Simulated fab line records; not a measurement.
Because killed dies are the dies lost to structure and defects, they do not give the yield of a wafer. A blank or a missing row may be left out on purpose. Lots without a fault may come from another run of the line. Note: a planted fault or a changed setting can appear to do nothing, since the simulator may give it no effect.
Tool commonality check    flow gf180mcu    Sample size 11 lots and 33 wafers

REASON FOR OPENING
GF_PASSIVATION_THK_MEAS_01, reading PASSIVATION_CVD_00_THK: flagged on 2 of 11 lots. Wafers without a fault read 998 nm, standard deviation 13.
Rule: a lot is flagged in two cases, either no wafer of it has a number, or all its wafers with numbers fall more than 4 standard deviations from that mean. As for the other lots, they are considered sound.

lot   measured      on            PASSIVATION_CVD_00_THK (nm), wafer by wafer  flag
L384  day 28 01:58  filmMetro-04  1008 990 1017                                
L386  day 28 16:00  filmMetro-03  982 997 1006                                 
L387  day 29 01:19  filmMetro-04  1003 1013 1022                               
L391  day 30 09:38  filmMetro-04  1003 994 1007                                
L392  day 30 15:44  filmMetro-04  984 996 1007                                 
L399  day 32 14:02  filmMetro-01  1290 1302 1289                               FLAGGED
L400  day 32 18:50  filmMetro-03  1281 1285 1308                               FLAGGED
L401  day 33 00:28  filmMetro-01  993 986 1008                                 
L402  day 33 07:32  filmMetro-04  987 1010 1014                                
L403  day 33 11:20  filmMetro-01  959 989 996                                  
L407  day 34 11:57  filmMetro-04  971 985 1002                                 
The mean of the flagged lots' numbers is 1292 nm, +294 nm from the usual (+23 standard deviations).

EACH LOT AND THE TOOL IT RAN ON
The record holds 3 process steps before the reading, out of a route of 602 steps. Each cell gives the tool, then ch followed by the chambers the sampled wafers passed through, then the start.
lot   flag     GF_V4_ETCH_16                      GF_V4_CVD_23                  GF_PASSIVATION_CVD_00
L384           rieDiel-03 ch 0,2, day 24 08:38    cvdW-01 ch 1, day 24 09:23    pecvd-03 ch 0,1, day 28 01:54
L386           rieDiel-04 ch 0,1, day 25 02:04    cvdW-01 ch 0,1, day 25 02:55  pecvd-02 ch 0,1, day 28 15:55
L387           rieDiel-03 ch 0,1,3, day 25 10:53  cvdW-02 ch 0,1, day 25 11:46  pecvd-02 ch 0,2, day 29 01:13
L391           rieDiel-02 ch 0,2, day 26 22:10    cvdW-02 ch 0,1, day 26 22:55  pecvd-01 ch 0,1,2, day 30 09:33
L392           rieDiel-02 ch 0,2, day 27 06:01    cvdW-01 ch 0,1, day 27 06:46  pecvd-01 ch 0,1,2, day 30 15:40
L399  FLAGGED  rieDiel-02 ch 1,2,3, day 29 09:26  cvdW-01 ch 0,1, day 29 10:13  pecvd-01 ch 0,1,2, day 32 13:58
L400  FLAGGED  rieDiel-04 ch 2,3, day 29 14:47    cvdW-01 ch 0, day 29 15:32    pecvd-01 ch 1,2, day 32 18:45
L401           rieDiel-02 ch 1,2,3, day 29 21:43  cvdW-02 ch 0,1, day 29 22:28  pecvd-03 ch 0,1,2, day 33 00:24
L402           rieDiel-04 ch 1,2,3, day 30 05:28  cvdW-02 ch 0,1, day 30 06:17  pecvd-03 ch 1,2, day 33 07:26
L403           rieDiel-02 ch 0,2, day 30 09:29    cvdW-01 ch 0, day 30 10:15    pecvd-02 ch 0,1,2, day 33 11:15
L407           rieDiel-04 ch 1,2, day 31 13:26    cvdW-02 ch 1, day 31 14:14    pecvd-03 ch 0,2, day 34 11:53
What these steps do:
- GF_V4_ETCH_16: etches BARC in N2/H2.
- GF_V4_CVD_23: deposits W, target thk 350 nm, time 104.9 s.
- GF_PASSIVATION_CVD_00: deposits SiO2 from TEOS, target thk 1000 nm, time 111.95 s.
- GF_PASSIVATION_THK_MEAS_01

FLAGGED OVER TOTAL, TOOL BY TOOL (the gauges that took the reading come last)
step                        tool          lots run  flagged  share of the flagged lots  sound lots run after its first flagged lot
GF_V4_ETCH_16               rieDiel-02    5         1        some                       2 (L401,L403)
GF_V4_ETCH_16               rieDiel-03    2         0        none                       -
GF_V4_ETCH_16               rieDiel-04    4         1        some                       2 (L402,L407)
GF_V4_CVD_23                cvdW-01       6         2        all                        1 (L403)
GF_V4_CVD_23                cvdW-02       5         0        none                       -
GF_PASSIVATION_CVD_00       pecvd-01      4         2        all                        0
GF_PASSIVATION_CVD_00       pecvd-02      3         0        none                       -
GF_PASSIVATION_CVD_00       pecvd-03      4         0        none                       -
GF_PASSIVATION_THK_MEAS_01  filmMetro-01  3         1        some                       2 (L401,L403)
GF_PASSIVATION_THK_MEAS_01  filmMetro-03  2         1        some                       0
GF_PASSIVATION_THK_MEAS_01  filmMetro-04  6         0        none                       -

WHAT IS ALLOWED BY THE TABLE
Rows of the table that ran all the flagged lots, 2 in number: cvdW-01 at GF_V4_CVD_23; pecvd-01 at GF_PASSIVATION_CVD_00.
- cvdW-01 at GF_V4_CVD_23: 2 of its 6 lots flagged. Lots that were sound ran on it after the first flagged one (L403); a persistent fault on the entire tool would not allow that.
- pecvd-01 at GF_PASSIVATION_CVD_00: 2 of its 4 lots flagged. Its last sound lot is L392 (day 30 15:40), its first flagged lot L399 (day 32 13:58): a fault that began between those two fits.
What remains is a single tool, pecvd-01 at GF_PASSIVATION_CVD_00.

WHAT HAD BEEN PUT IN BY THE SIMULATOR
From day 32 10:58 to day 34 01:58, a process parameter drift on pecvd-01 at GF_PASSIVATION_CVD_00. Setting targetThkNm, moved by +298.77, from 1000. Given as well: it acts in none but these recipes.
Shown lots that were struck: L399, L400. The rule above found the same.
